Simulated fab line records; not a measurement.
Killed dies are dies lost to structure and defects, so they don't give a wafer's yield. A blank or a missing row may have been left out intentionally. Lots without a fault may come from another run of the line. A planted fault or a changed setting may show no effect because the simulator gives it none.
fab line records ; flow gf180mcu
record: lots: 7; wafers: 21; last-day: 34
route steps=602 shown V1@336
lots untouched by any fault: they come from a run of this same line in which no faults occurred
start-h: hours from the record's first day to the start of the lot's first wafer shown ; wait-h: hours since the lot's step before ; " as in the row above ; L1.1+2: a row that stands for several wafers ; - value missing, or start not given ; * or withheld: withheld ; < > ~ a bound
route shown NAME@n: NAME is a module with steps in the file, n the number in the route of the first one ; usual: mean/standard deviation taken from wafers without a fault ; same: alike in all rows ; chamber/n: place in a boat ; sites: readings site by site ; _std_site: standard deviation of those values ; _edge_site: mean of outer sites minus mean of inner sites ; radius-mm: how far each site lies from the wafer's centre ; mask NAME#n: copy n ; behind: the most recent tool/chamber to have shaped the wafer ; hold: the reason the lot was held/the length of the hold in hours/how it ended ; device: names the non-switching transistor (n, p or np) ; end of line: tests of these same wafers at the route's end ; a step given without rows: its recipe and nothing more ; killed: at the first sort, the dies lost to defects and structure; wafer yield is something else ; map: shows each die of a wafer: x if killed, . if not, _ if none is there
set.NAME: the setting as run; set.NAME@STEP: as run at that earlier step ; model.NAME: the simulator's own value behind a step, which no gauge read
a table for each step, a row for each wafer; lots at some steps of the route
services: the hour from which a tool's chamber was out of use, counted from the record's first day as start-h (under 0 if before that day), plus the number of hours and why
== steps ==
step: GF_V1_THK_MEAS_01
recipe: reads: SiO2_of_V1_CVD_00
usual: V1_CVD_00_THK: 601/8.7
lot.wafer;tool;chamber;start-h;wait-h;V1_CVD_00_THK[nm]
L446.1;film-metro-04;-;394.34;0.0;599
L446.2;film-metro-04;-;394.34;0.0;619
L446.4;film-metro-04;-;394.34;0.0;615
L449.1;film-metro-02;-;423.92;0.0;592
L449.3;film-metro-02;-;423.92;0.0;595
L449.5;film-metro-02;-;423.92;0.0;589
L460.2;film-metro-02;-;526.82;0.0;609
L460.3;film-metro-02;-;526.82;0.0;599
L460.5;film-metro-02;-;526.82;0.0;613
L461.1;film-metro-04;-;534.31;0.0;601
L461.4;film-metro-04;-;534.31;0.0;596
L461.6;film-metro-04;-;534.31;0.0;605
L462.2;film-metro-02;-;539.68;0.0;589
L462.4;film-metro-02;-;539.68;0.0;593
L462.6;film-metro-02;-;539.68;0.0;590
L464.1;film-metro-04;-;551.34;0.0;595
L464.4;film-metro-04;-;551.34;0.0;593
L464.5;film-metro-04;-;551.34;0.0;595
L466.1;film-metro-04;-;568.24;0.0;604
L466.3;film-metro-04;-;568.24;0.0;613
L466.5;film-metro-04;-;568.24;0.0;601
step: GF_V1_CVD_02
recipe: material: SiO2; target-thk-nm: 850; precursor: TEOS; temp-c: 400; time-s: 94.851; rf-w: 600
usual: heater-power-w: 655/100
lot.wafer;tool;chamber;start-h;wait-h;heater-power-w
L446.1;pecvd-01;1;394.40;0.1;626
L446.2;pecvd-01;2;394.40;0.1;867
L446.4;pecvd-01;0;394.40;0.1;612
L449.1;pecvd-03;2;423.98;0.1;653
L449.3;pecvd-03;1;423.98;0.1;516
L449.5;pecvd-03;0;423.98;0.1;776
L460.2;pecvd-01;2;526.87;0.0;756
L460.3;pecvd-01;1;526.87;0.0;595
L460.5;pecvd-01;0;526.87;0.0;507
L461.1;pecvd-04;1;534.37;0.1;593
L461.4;pecvd-04;2;534.37;0.1;698
L461.6;pecvd-04;0;534.37;0.1;628
L462.2;pecvd-03;1;539.73;0.0;511
L462.4;pecvd-03;0;539.73;0.0;778
L462.6;pecvd-03;1;539.73;0.0;556
L464.1;pecvd-03;1;551.40;0.1;577
L464.4;pecvd-03;0;551.40;0.1;730
L464.5;pecvd-03;2;551.40;0.1;699
L466.1;pecvd-04;1;568.30;0.1;546
L466.3;pecvd-04;0;568.30;0.1;553
L466.5;pecvd-04;2;568.30;0.1;749
step: GF_V1_THK_MEAS_03
recipe: reads: SiO2_of_V1_CVD_02
usual: V1_CVD_02_THK: 849/12
lot.wafer;tool;chamber;start-h;wait-h;V1_CVD_02_THK[nm]
L446.1;film-metro-04;-;394.47;0.0;855
L446.2;film-metro-04;-;394.47;0.0;845
L446.4;film-metro-04;-;394.47;0.0;860
L449.1;film-metro-03;-;424.05;0.0;847
L449.3;film-metro-03;-;424.05;0.0;842
L449.5;film-metro-03;-;424.05;0.0;864
L460.2;film-metro-04;-;526.95;0.0;835
L460.3;film-metro-04;-;526.95;0.0;815
L460.5;film-metro-04;-;526.95;0.0;848
L461.1;film-metro-03;-;534.44;0.0;844
L461.4;film-metro-03;-;534.44;0.0;846
L461.6;film-metro-03;-;534.44;0.0;858
L462.2;film-metro-03;-;539.81;0.0;831
L462.4;film-metro-03;-;539.81;0.0;839
L462.6;film-metro-03;-;539.81;0.0;842
L464.1;film-metro-04;-;551.47;0.0;840
L464.4;film-metro-04;-;551.47;0.0;857
L464.5;film-metro-04;-;551.47;0.0;873
L466.1;film-metro-03;-;568.37;0.0;854
L466.3;film-metro-03;-;568.37;0.0;867
L466.5;film-metro-03;-;568.37;0.0;862
step: GF_V1_CMP_04
recipe: material: SiO2; down-force-psi: 4; platen-rpm: 60; pad-velocity-m-s: 0.94248
usual: motor-current-A: 12.4/1.2; platen-rpm: 60.00/0.04; retaining-ring-pressure-frac: 1.000/0.005; time-to-endpoint-s: 78/6.2
lot.wafer;tool;chamber;start-h;wait-h;motor-current-A;platen-rpm;retaining-ring-pressure-frac;time-to-endpoint-s
L446.4;cmp-02;3;394.53;0.0;13.6;59.99;1.001;80
L446.1;cmp-02;0;394.53;0.0;11.6;59.96;1.001;89
L446.2;cmp-02;2;394.53;0.0;12.4;60.02;1.000;75
L449.1;cmp-01;3;424.11;0.1;12.4;59.99;0.999;78
L449.3;cmp-01;1;424.11;0.1;9.6;60.01;0.999;83
L449.5;cmp-01;0;424.11;0.1;13.5;60.04;0.997;89
L460.3;cmp-01;1;527.05;0.1;10.1;60.04;1.000;68
L460.2;cmp-01;2;527.05;0.1;13.6;60.02;0.996;76
L460.5;cmp-01;0;527.05;0.1;13.6;60.00;1.003;79
L461.1;cmp-01;1;534.55;0.1;10.4;59.99;1.003;76
L461.4;cmp-01;3;534.55;0.1;12.5;60.05;1.006;76
L461.6;cmp-01;1;534.55;0.1;9.2;60.08;1.001;81
L462.4;cmp-02;2;539.86;0.0;12.6;60.01;1.006;72
L462.2;cmp-02;0;539.86;0.0;10.8;60.14;0.999;81
L462.6;cmp-02;2;539.86;0.0;11.8;59.96;1.005;76
L464.4;cmp-02;3;551.53;0.0;14.4;59.98;1.007;79
L464.1;cmp-02;1;551.53;0.0;12.4;60.00;0.997;79
L464.5;cmp-02;3;551.53;0.0;13.4;60.02;1.001;84
L466.1;cmp-02;0;568.43;0.1;11.8;60.03;1.000;88
L466.3;cmp-02;2;568.43;0.1;12.1;60.00;0.997;79
L466.5;cmp-02;0;568.43;0.1;11.3;59.99;0.999;85
step: GF_V1_BOW_MEAS_05
recipe: mode: bow
usual: V1_BOW: 83/7.6
lot.wafer;tool;chamber;start-h;wait-h;V1_BOW[um]
L446.1;film-metro-03;-;394.83;0.2;82
L446.2;film-metro-03;-;394.83;0.2;77
L446.4;film-metro-03;-;394.83;0.2;75
L449.1;film-metro-02;-;424.41;0.2;87
L449.3;film-metro-02;-;424.41;0.2;79
L449.5;film-metro-02;-;424.41;0.2;84
L460.2;film-metro-02;-;527.32;0.2;86
L460.3;film-metro-02;-;527.32;0.2;93
L460.5;film-metro-02;-;527.32;0.2;97
L461.1;film-metro-02;-;534.80;0.2;92
L461.4;film-metro-02;-;534.80;0.2;81
L461.6;film-metro-02;-;534.80;0.2;76
L462.2;film-metro-03;-;540.18;0.2;88
L462.4;film-metro-03;-;540.18;0.2;82
L462.6;film-metro-03;-;540.18;0.2;88
L464.1;film-metro-04;-;551.83;0.1;78
L464.4;film-metro-04;-;551.83;0.1;80
L464.5;film-metro-04;-;551.83;0.1;93
L466.1;film-metro-03;-;568.73;0.2;85
L466.3;film-metro-03;-;568.73;0.2;76
L466.5;film-metro-03;-;568.73;0.2;73
step: GF_V1_DEHYDRATE_06
recipe: temp-c: 200; time-s: 60
step: GF_V1_HMDS_07
recipe: prime-time-s: 60; prime-temp-c: 120
step: GF_V1_COAT_08
recipe: resist: BARC; temp-c: withheld; time-s: withheld; spin-rpm: withheld; resist-thk-nm: withheld
step: GF_V1_COAT_09
recipe: resist: KrF; spin-rpm: withheld; resist-thk-nm: 1000
step: GF_V1_SOFTBAKE_10
recipe: temp-c: 130; time-s: 60; resist: KrF
step: GF_V1_EXPOSE_11
recipe: mask-id: Via1; target-cd-nm: 260; na: 0.68; source-shape: conventional; sigma-outer: 0.6; dose-mj: 38
step: GF_V1_PEB_12
recipe: peb-temp-c: 135; peb-time-s: 90; resist: KrF
step: GF_V1_DEVELOP_13
recipe: develop-time-s: 60; resist: KrF; dev-temp-c: 21
usual: chill-plate-temp-C: 22.99/0.1; develop-time-s: 60/0
lot.wafer;tool;chamber;start-h;wait-h;chill-plate-temp-C;develop-time-s;model.KrF_of_V1_COAT_09.thk-nm
L446.1;litho-track-02;0;417.46;0.2;23.11;60;987.6
L446.2;litho-track-02;0;417.46;0.2;22.79;60;988.5
L446.4;litho-track-02;0;417.46;0.2;22.98;60;988.9
L449.1;litho-track-04;0;448.70;0.2;22.90;60;983.4
L449.3;litho-track-04;0;448.70;0.2;23.03;60;983.5
L449.5;litho-track-04;0;448.70;0.2;22.88;60;983
L460.2;litho-track-04;-;549.37;0.2;-;-;999.8
L460.3;litho-track-04;-;549.37;0.2;-;-;998.7
L460.5;litho-track-04;-;549.37;0.2;-;-;998.7
L461.1;litho-track-04;-;556.80;0.2;-;-;1004
L461.4;litho-track-04;-;556.80;0.2;-;-;1004
L461.6;litho-track-04;-;556.80;0.2;-;-;1002
L462.2;litho-track-04;-;562.22;0.2;-;-;1001
L462.4;litho-track-04;-;562.22;0.2;-;-;999.7
L462.6;litho-track-04;-;562.22;0.2;-;-;1002
L464.1;litho-track-04;0;573.65;0.2;22.99;60;982.5
L464.4;litho-track-04;0;573.65;0.2;22.96;60;982.9
L464.5;litho-track-04;0;573.65;0.2;23.04;60;982.4
L466.1;litho-track-02;0;590.21;0.2;23.02;60;980.1
L466.3;litho-track-02;0;590.21;0.2;22.80;60;982.3
L466.5;litho-track-02;0;590.21;0.2;23.03;60;982.1
step: GF_V1_CD_MEAS_14
recipe: target-cd-nm: 260
usual: cd-nm: 260.2/1.1
lot.wafer;tool;chamber;start-h;wait-h;cd-nm
L446.1;cd-sem-01;-;417.61;0.1;258.2
L446.2;cd-sem-01;-;417.61;0.1;258.3
L446.4;cd-sem-01;-;417.61;0.1;259.2
L449.1;cd-sem-02;-;448.85;0.1;260.5
L449.3;cd-sem-02;-;448.85;0.1;261.7
L449.5;cd-sem-02;-;448.85;0.1;260.3
L460.2;cd-sem-01;-;549.52;0.1;-
L460.3;cd-sem-01;-;549.52;0.1;-
L460.5;cd-sem-01;-;549.52;0.1;-
L461.1;cd-sem-01;-;556.95;0.1;-
L461.4;cd-sem-01;-;556.95;0.1;-
L461.6;cd-sem-01;-;556.95;0.1;-
L462.2;cd-sem-01;-;562.37;0.1;-
L462.4;cd-sem-01;-;562.37;0.1;-
L462.6;cd-sem-01;-;562.37;0.1;-
L464.1;cd-sem-01;-;573.80;0.1;259.7
L464.4;cd-sem-01;-;573.80;0.1;259.3
L464.5;cd-sem-01;-;573.80;0.1;258.9
L466.1;cd-sem-01;-;590.36;0.1;261.1
L466.3;cd-sem-01;-;590.36;0.1;261.1
L466.5;cd-sem-01;-;590.36;0.1;261.2
== services ==
tool;chamber;start-h;hours;kind
pecvd-03;2;375.36;5.9;repair
cmp-01;-;391.41;1.3;repair
cmp-01;-;397.71;0.3;repair
cmp-01;-;404.00;4.0;pm
cmp-01;-;408.00;-;consumable-replace:conditioner
pecvd-04;-;430.51;14.6;pm
pecvd-03;-;455.39;5.5;pm
pecvd-01;2;460.00;16.1;repair
cmp-01;-;464.52;3.0;repair
cmp-02;-;475.27;2.2;repair
pecvd-01;-;483.46;0.7;repair
cmp-01;-;497.08;0.8;repair
cmp-02;-;519.65;9.8;pm
pecvd-03;0;532.72;3.0;repair
cmp-02;-;535.01;0.7;repair
pecvd-04;1;539.68;6.1;repair
pecvd-03;-;548.01;0.7;repair
cmp-01;-;571.63;4.1;pm
cmp-02;-;572.29;4.0;pm
cmp-02;-;576.29;-;consumable-replace:conditioner
cmp-02;-;576.29;-;consumable-replace:pad
cmp-01;-;578.41;0.4;repair
pecvd-01;0;582.50;6.2;repair
cmp-02;-;587.66;2.7;repair
== key ==
first-sign: step: GF_V1_DEVELOP_13; reading: tool-record; direction: missing
effect none on later readings
model-effect: step: GF_V1_DEVELOP_13; value: KrF_of_V1_COAT_09.thk-nm; without: 986.2; struck: 1001
met-at GF_V1_DEVELOP_13
struck-wafers L460.2,L460.3,L460.5,L461.1,L461.4,L461.6,L462.2,L462.4,L462.6
later-rows-left-out L460.2,L460.3,L460.5,L461.1,L461.4,L461.6,L462.2,L462.4,L462.6
sort-left-out L460.2,L460.3,L460.5,L461.1,L461.4,L461.6,L462.2,L462.4,L462.6
onset-between 448.70 549.37
fault: kind: skipped-step-whole; tool: litho-track-04; chamber: -; onset-h: 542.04; steps: GF_V1_DEVELOP_13; scope: struck-lots-only
sort-left-out: the simulated sort isn't trusted on such a fault, so these wafers' sort isn't shown, and their yield isn't known
later-rows-left-out: the simulator's readings of these wafers behind a module that went badly wrong aren't trusted and aren't shown, but for the sort
